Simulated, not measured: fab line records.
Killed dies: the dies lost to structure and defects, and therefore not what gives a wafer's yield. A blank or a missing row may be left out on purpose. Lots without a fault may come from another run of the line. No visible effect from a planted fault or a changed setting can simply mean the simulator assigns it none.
Comparing a struck lot with a sound one ; flow sky130 ; 43 steps out of a route of 708
Sound: the wafers L438.4, L438.5, L438.6. Wafers struck: L451.1, L451.2, L451.5. Last of all comes the cause.
At each step with rows: each side's tool, then ch and its chambers, then its first start. Under that, the readings that differ: sound wafers ; struck wafers ; difference of the means ; sigmas: that difference in standard deviations of wafers without a fault.
alike: readings whose means differ by less than 2 such deviations, and words and numbers that are the same on both sides. not compared: withheld readings, readings that some wafer has no value for, bounds like >300 that may hide the same value, and numbers for which the record gives no deviation and whose values overlap.
Wherever a step has rows on one side only, a row that says differs or no value, or a row with sigmas, the two part there. Non-overlapping numbers with no deviation appear without sigmas and do not part them. A reading that every wafer of one side lacks parts them only if that side has two wafers or more.

SKY_LDD_P_OVL_MEAS_08:
  sound: overlay-01 at day 18 17:29; struck: overlay-02 at day 23 20:11
  alike: LDD_P_OVL
next, for these wafers, 1 step has no rows: SKY_LDD_P_IMPLANT_09.
SKY_LDD_P_STRIP_10: strips in O2/N2.
  sound on plasma-asher-01 ch 0,1, day 18 17:42; struck on plasma-asher-04 ch 0,1, day 23 20:22
  alike: drypump-motor-current-A, oes-product-au, strip-time-to-endpoint-s
  not compared: rf-hours-counter-h
SKY_LDD_P_TW_MEAS_11:
  sound: film-metro-03 at day 18 17:47; struck: film-metro-01 at day 23 20:28
  alike: LDD_P_TW
then, 7 steps without rows for these wafers: SKY_LDD_HVN_DEHYDRATE_00 (time 60 s); SKY_LDD_HVN_HMDS_01 (prime time 60 s); SKY_LDD_HVN_COAT_02 (resist thk 300 nm); SKY_LDD_HVN_SOFTBAKE_03 (time 60 s); SKY_LDD_HVN_EXPOSE_04 (exposes mask HVNTM, target cd 700 nm); SKY_LDD_HVN_PEB_05; SKY_LDD_HVN_DEVELOP_06 (develop time 60 s).
SKY_LDD_HVN_OVL_MEAS_07:
  sound: overlay-01 at day 20 00:29; struck: overlay-01 at day 25 00:58
  alike: LDD_HVN_OVL
SKY_LDD_HVN_IMPLANT_08:
  sound on implanter-01 ch 0, day 20 00:35; struck on implanter-01 ch 0, day 25 01:01
SKY_LDD_HVN_STRIP_09: strips in O2/N2.
  sound on plasma-asher-03 ch 0,1, day 20 00:41; struck on plasma-asher-01 ch 0,1, day 25 01:10
  alike: drypump-motor-current-A, oes-product-au, strip-time-to-endpoint-s
  not compared: rf-hours-counter-h
SKY_LDD_HVN_TW_MEAS_10:
  sound: film-metro-02 at day 20 00:47; struck: film-metro-02 at day 25 01:16
  alike: LDD_HVN_TW
then, 7 steps without rows for these wafers: SKY_LDD_HVP_DEHYDRATE_00 (time 60 s); SKY_LDD_HVP_HMDS_01 (prime time 60 s); SKY_LDD_HVP_COAT_02 (resist thk 300 nm); SKY_LDD_HVP_SOFTBAKE_03 (time 60 s); SKY_LDD_HVP_EXPOSE_04 (exposes mask HVPTM, target cd 700 nm); SKY_LDD_HVP_PEB_05; SKY_LDD_HVP_DEVELOP_06 (develop time 60 s).
SKY_LDD_HVP_OVL_MEAS_07:
  sound: overlay-02 at day 21 07:23; struck: overlay-01 at day 26 06:52
  alike: LDD_HVP_OVL
next, for these wafers, 1 step has no rows: SKY_LDD_HVP_IMPLANT_08.
SKY_LDD_HVP_STRIP_09: strips in O2/N2.
  sound on plasma-asher-03 ch 0,1, day 21 07:35; struck on plasma-asher-02 ch 0,1, day 26 07:02
  alike: drypump-motor-current-A, oes-product-au, strip-time-to-endpoint-s
  not compared: rf-hours-counter-h
SKY_LDD_HVP_TW_MEAS_10:
  sound: film-metro-04 at day 21 07:41; struck: film-metro-03 at day 26 07:08
  alike: LDD_HVP_TW
then, 7 steps without rows for these wafers: SKY_LDD_LDN_DEHYDRATE_00 (time 60 s); SKY_LDD_LDN_HMDS_01 (prime time 60 s); SKY_LDD_LDN_COAT_02 (resist thk 1158 nm); SKY_LDD_LDN_SOFTBAKE_03 (time 60 s); SKY_LDD_LDN_EXPOSE_04 (exposes mask LDNTM, target cd 700 nm); SKY_LDD_LDN_PEB_05; SKY_LDD_LDN_DEVELOP_06 (develop time 60 s).
SKY_LDD_LDN_OVL_MEAS_07:
  sound: overlay-02 at day 22 14:41; struck: overlay-01 at day 27 11:37
  alike: LDD_LDN_OVL
then, 4 steps without rows for these wafers: SKY_LDD_LDN_IMPLANT_08; SKY_LDD_LDN_IMPLANT_09; SKY_LDD_LDN_IMPLANT_10; SKY_LDD_LDN_IMPLANT_11.
SKY_LDD_LDN_STRIP_12: strips in O2/N2.
  sound on plasma-asher-03 ch 0,1, day 22 15:20; struck on plasma-asher-04 ch 0,1, day 27 17:29
  alike: drypump-motor-current-A, oes-product-au, strip-time-to-endpoint-s
  not compared: rf-hours-counter-h
SKY_LDD_LDN_TW_MEAS_13:
  sound: film-metro-01 at day 22 15:26; struck: film-metro-03 at day 27 17:35
  alike: LDD_LDN_TW
then, 2 steps without rows for these wafers: SKY_LDD_LDN_CLEAN_14 (cleans in SC1/SC2, time 150 s); SKY_SPACER_CVD_00 (deposits Si3N4 from DCS/NH3, target thk 43.1 nm, time 740 s).
-- the record jumps here: 21 days lie between the struck wafers' starts before and after (it left off in module SPACER and takes up again in module PAD_OPEN, whose first step shown is number 708 of the route) --
SKY_PAD_OPEN_PROBE_99:
  sound: prober-02 at day 45 13:50; struck: prober-01 at day 49 00:47
reading;sound;struck;difference;sigmas
model.etest.tip_n_5v.rs-ohm-sq-range;19.13 37.89 41.62;173.6 190 171;+145.3;
  alike: killed_at_M0_to_M3, killed_at_M4_up, killed-at-contacts, killed-at-front-end, killed-at-other, killed-dies, killed-open, killed-short

== WHERE THEY PART ==
Nowhere in this record.

WHY: what had been put in by the simulator
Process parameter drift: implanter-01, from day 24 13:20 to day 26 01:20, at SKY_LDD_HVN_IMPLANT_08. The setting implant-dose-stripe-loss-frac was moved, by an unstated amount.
